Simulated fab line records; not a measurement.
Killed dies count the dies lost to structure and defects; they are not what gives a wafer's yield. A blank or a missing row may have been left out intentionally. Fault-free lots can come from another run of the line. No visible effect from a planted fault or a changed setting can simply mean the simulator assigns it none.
What tool caused it? | flow sky130 | 12 lots, 36 wafers sampled, at 2 steps of a route of 708

== WHAT EACH GAUGE READ, for each wafer ==
SKY_LDD_HVP_TW_MEAS_10.
lot  | measured     | on            | LDD_HVP_TW
L673 | day 21 18:50 | film_metro-03 | 453 453 452
L675 | day 22 09:59 | film_metro-03 | 452 451 449
L676 | day 22 19:17 | film_metro-03 | 452 448 451
L677 | day 23 02:29 | film_metro-03 | 452 451 450
L678 | day 23 09:12 | film_metro-04 | 458 456 457
L682 | day 25 00:16 | film_metro-01 | 459 459 459
L684 | day 25 21:14 | film_metro-01 | 458 460 458
L686 | day 26 16:38 | film_metro-04 | 449 446 444
L688 | day 27 06:05 | film_metro-03 | 443 442 441
L689 | day 27 06:41 | film_metro-01 | 456 457 456
L690 | day 27 10:35 | film_metro-04 | 460 458 458
L692 | day 28 02:05 | film_metro-03 | 450 451 451

== WHAT TOOL EACH LOT RAN ON (gives the tool, then ch and the chambers of the sampled wafers, and finally the start) ==
lot  | SKY_LDD_HVP_IMPLANT_08
L673 | implanter-02 ch 0, day 21 18:35
L675 | implanter-04 ch 0, day 22 09:46
L676 | implanter-02 ch 0, day 22 18:53
L677 | implanter-04 ch 0, day 23 02:14
L678 | implanter-02 ch 0, day 23 08:59
L682 | implanter-04 ch 0, day 25 00:04
L684 | implanter-04 ch 0, day 25 20:59
L686 | implanter-01 ch 0, day 26 16:23
L688 | implanter-01 ch 0, day 27 05:52
L689 | implanter-02 ch 0, day 27 06:26
L690 | implanter-04 ch 0, day 27 10:23
L692 | implanter-02 ch 0, day 28 01:52
- SKY_LDD_HVP_IMPLANT_08

== AS READ BY THE TOOLS THEMSELVES (means over the sampled wafers that have a number; for cases with no such wafer, the mark the record gives instead) ==
SKY_LDD_HVP_IMPLANT_08.
lot  | tool         | dose_ions_cm2 | faraday_current_uA
L673 | implanter-02 | 1.7003e+13    | 95.1
L675 | implanter-04 | 1.6991e+13    | 94.7
L676 | implanter-02 | 1.6982e+13    | 96.4
L677 | implanter-04 | 1.6986e+13    | 96.7
L678 | implanter-02 | 1.7018e+13    | 95.7
L682 | implanter-04 | 1.7003e+13    | 95.2
L684 | implanter-04 | 1.7005e+13    | 96.8
L686 | implanter-01 | 1.5563e+13    | 89.2
L688 | implanter-01 | 1.5540e+13    | 89.3
L689 | implanter-02 | 1.7000e+13    | 98.4
L690 | implanter-04 | 1.7001e+13    | 96.3
L692 | implanter-02 | 1.7017e+13    | 96.0

== THE ANSWER, worked out from the rows above alone ==
Rule: the lots themselves supply what counts as usual. The widest of any qualifying gaps counts: lots, ordered by their means at a reading, are off when they make up no more than a third of the lots, leave a main group of 4 or more, and stand apart from it by 3 or more times the standard deviation of that group's means. A main group whose means are all the same, to the digits that the tables above print for the reading, isn't used. Also off: a lot with no number at a reading for which 4 or more lots have one. The other lots that the step has rows for count as sound. After the gauges, taken in route order, come the tools' own readings; for these a lot's mean is taken, as printed above. At the first step where some lot is off, the reading lying furthest off is the one used; lots without a number count as furthest.
Off: L686, L688, at SKY_LDD_HVP_IMPLANT_08 (dose_ions_cm2). Mean 1.7001e+13 and standard deviation 1.1e+10 in the main group.
A tool fits if, at that step or a process step before it, it ran every lot that is off, and no sound lot after the first of them. One candidate fits, namely implanter-01 at SKY_LDD_HVP_IMPLANT_08. It ran no sound lot before its first lot that is off in this sample, so the start can't be narrowed down.
The tool's own readings at SKY_LDD_HVP_IMPLANT_08 bear it out: on the lots that are off they differ by more than 5 times the standard deviation of the sound lots' means. dose_ions_cm2 reads 1.5552e+13 there against 1.7001e+13 on the sound lots; faraday_current_uA reads 89.2 there against 96.1 on the sound lots.

== WHAT THE SIMULATOR HAD INSERTED ==
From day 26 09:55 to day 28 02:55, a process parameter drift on implanter-01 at SKY_LDD_HVP_IMPLANT_08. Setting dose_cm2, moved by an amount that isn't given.
Lots struck among those shown: L686, L688. The rule above reached the same finding.
